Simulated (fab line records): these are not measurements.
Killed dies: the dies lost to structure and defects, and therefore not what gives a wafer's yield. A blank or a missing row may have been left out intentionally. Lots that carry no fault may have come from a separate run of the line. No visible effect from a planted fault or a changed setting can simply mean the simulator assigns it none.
A lot that was struck, set against a sound lot || flow gf180mcu || 43 steps out of a route of 602
Sound: these wafers, L412.1, L412.2, L412.3. Struck: wafers L419.1, L419.3. (L419.2 of the same lot was not struck and is left out.) The cause comes at the end.
Order at every step that has rows: each side's tool, ch and its chambers, its first start. Under that, the readings that differ: sound wafers || struck wafers || difference of the means || sigmas: that difference in standard deviations of wafers without a fault.
alike: readings with means less than 2 such deviations apart, plus words and numbers identical on both sides. not compared: withheld readings, readings lacking a value on some wafer, bounds such as >300 that could conceal the same value, and numbers that have no deviation in the record and whose values overlap.
The two part at a step that has a row with sigmas, a row that says differs or no value, or rows on one side only. Non-overlapping numbers with no deviation appear without sigmas and do not part them. Lack of a reading on every wafer of one side parts them only where that side has two or more wafers.

GF_HV_LDD_ETCHBACK_58: etches Si3N4 in CH3F/O2, stops on SiO2, time 100 s, target depth 90 nm.
  sound on rie diel-04 ch 0,1,3, day 16 03:34; struck on rie diel-04 ch 0,2, day 18 06:46
  alike: drypump motor current A, oes product au, rf fwd power W, throttle valve pct
  not compared: rf hours counter h
then, 7 steps without rows for these wafers: GF_NSD_DEHYDRATE_00 (time 60 s); GF_NSD_HMDS_01 (prime time 60 s); GF_NSD_COAT_02 (resist thk 1000 nm); GF_NSD_SOFTBAKE_03 (time 60 s); GF_NSD_EXPOSE_04 (exposes mask Nplus, target cd 400 nm); GF_NSD_PEB_05; GF_NSD_DEVELOP_06 (develop time 60 s).
GF_NSD_CD_MEAS_07: target cd 400 nm.
  sound on cd sem-02, day 17 01:11; struck on cd sem-02, day 19 06:41
  alike: cd nm
GF_NSD_OVL_MEAS_08:
  sound on overlay-01, day 17 01:19; struck on overlay-01, day 19 06:48
  alike: NSD_OVL
then, 2 steps without rows for these wafers: GF_NSD_IMPLANT_09; GF_NSD_IMPLANT_10.
GF_NSD_STRIP_11: strips in O2/N2.
  sound on plasma asher-04 ch 0,1, day 17 01:38; struck on plasma asher-01 ch 1, day 19 07:08
{"reading": "heater power w (W)", "sound": "333 356 338", "struck": "388 390", "difference": "+47", "sigmas": "+2"}
{"reading": "oes product au (a.u.)", "sound": "0.482 0.480 0.484", "struck": "0.495 0.494", "difference": "+0.013", "sigmas": "+2"}
  alike: drypump motor current A, strip time to endpoint s
  not compared: rf hours counter h
GF_NSD_TW_MEAS_12:
  sound on film metro-03, day 17 01:44; struck on film metro-03, day 19 07:14
  alike: NSD_TW
then, 7 steps without rows for these wafers: GF_PSD_DEHYDRATE_00 (time 60 s); GF_PSD_HMDS_01 (prime time 60 s); GF_PSD_COAT_02 (resist thk 1000 nm); GF_PSD_SOFTBAKE_03 (time 60 s); GF_PSD_EXPOSE_04 (exposes mask Pplus, target cd 400 nm); GF_PSD_PEB_05; GF_PSD_DEVELOP_06 (develop time 60 s).
GF_PSD_CD_MEAS_07: target cd 400 nm.
  sound on cd sem-01, day 18 00:59; struck on cd sem-01, day 20 06:59
  alike: cd nm
GF_PSD_OVL_MEAS_08:
  sound on overlay-02, day 18 01:06; struck on overlay-02, day 20 07:06
  alike: PSD_OVL
next, for these wafers, 1 step has no rows: GF_PSD_IMPLANT_09.
GF_PSD_STRIP_10: strips in O2/N2.
  sound on plasma asher-03 ch 0,1, day 18 01:17; struck on plasma asher-03 ch 0,1, day 20 07:17
  alike: drypump motor current A, heater power w, oes product au, strip time to endpoint s
  not compared: rf hours counter h
GF_PSD_TW_MEAS_11:
  sound on film metro-04, day 18 01:23; struck on film metro-04, day 20 07:23
  alike: PSD_TW
then, 1 step without rows for these wafers: GF_PSD_CLEAN_12 (cleans in SC1/SC2, time 150 s).
GF_PSD_RTA_13: time 20 s.
  sound on rtp anneal-02 ch 0, day 18 01:33; struck on rtp anneal-01 ch 0, day 20 07:30
{"reading": "wafer_temp_C_max", "sound": "1028.1 1029.7 1029.3", "struck": "1031.8 1030.7", "difference": "+2.2", "sigmas": "+2"}
  alike: lamp power pct
GF_PSD_RS_MEAS_14: a four-point-probe measurement.
  sound on film metro-04, day 18 01:38; struck on film metro-02, day 20 07:35
  alike: NSD_RS
GF_PSD_RS_MEAS_15: a four-point-probe measurement.
  sound on film metro-04, day 18 01:45; struck on film metro-02, day 20 07:43
  alike: PSD_RS
GF_SAB_CVD_00: deposits SiO2 from TEOS, target thk 50 nm, time 4.9302 s.
  sound on pecvd-03 ch 0,1,2, day 18 01:52; struck on pecvd-02 ch 0,1, day 20 07:50
  alike: heater power w, rf fwd power W
GF_SAB_THK_MEAS_01:
  sound on film metro-01, day 18 01:53; struck on film metro-04, day 20 07:51
  alike: SAB_CVD_00_THK
then, 7 steps without rows for these wafers: GF_SAB_DEHYDRATE_02 (time 60 s); GF_SAB_HMDS_03 (prime time 60 s); GF_SAB_COAT_04 (resist thk 1000 nm); GF_SAB_SOFTBAKE_05 (time 60 s); GF_SAB_EXPOSE_06 (exposes mask SAB, target cd 420 nm); GF_SAB_PEB_07; GF_SAB_DEVELOP_08 (develop time 58.71 s).
GF_SAB_CD_MEAS_09: target cd 420 nm.
  sound on cd sem-02, day 19 01:21; struck on cd sem-01, day 21 08:01
{"reading": "cd nm (nm)", "sound": "422.2 425.6 421.3", "struck": "419.3 417.0", "difference": -4.9, "sigmas": -2}
GF_SAB_OVL_MEAS_10:
  sound on overlay-01, day 19 01:28; struck on overlay-01, day 21 08:08
  alike: SAB_OVL
GF_SAB_ETCH_11: etches SiO2 in C4F8/O2/Ar, target depth 55 nm, time 8.5 s.
  sound on rie diel-01 ch 0,2,3, day 19 01:31; struck on rie diel-02 ch 1,3, day 21 08:11
  alike: oes product au, rf fwd power W
  not compared: rf hours counter h
-- the record jumps here: 12 days lie between the struck wafers' starts before and after (it left off in module SAB and takes up again in module PASSIVATION, whose first step shown is number 602 of the route) --
GF_PASSIVATION_PROBE_99:
  only the struck wafers here have rows in the record (prober-01, day 33 18:22); the sound ones have none

WHERE THEY PART
First at GF_NSD_STRIP_11; last, within this record, at GF_PASSIVATION_PROBE_99.

WHY: what had been put in by the simulator
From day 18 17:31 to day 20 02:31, plasma asher-01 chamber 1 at GF_NSD_STRIP_11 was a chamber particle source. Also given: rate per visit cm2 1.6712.
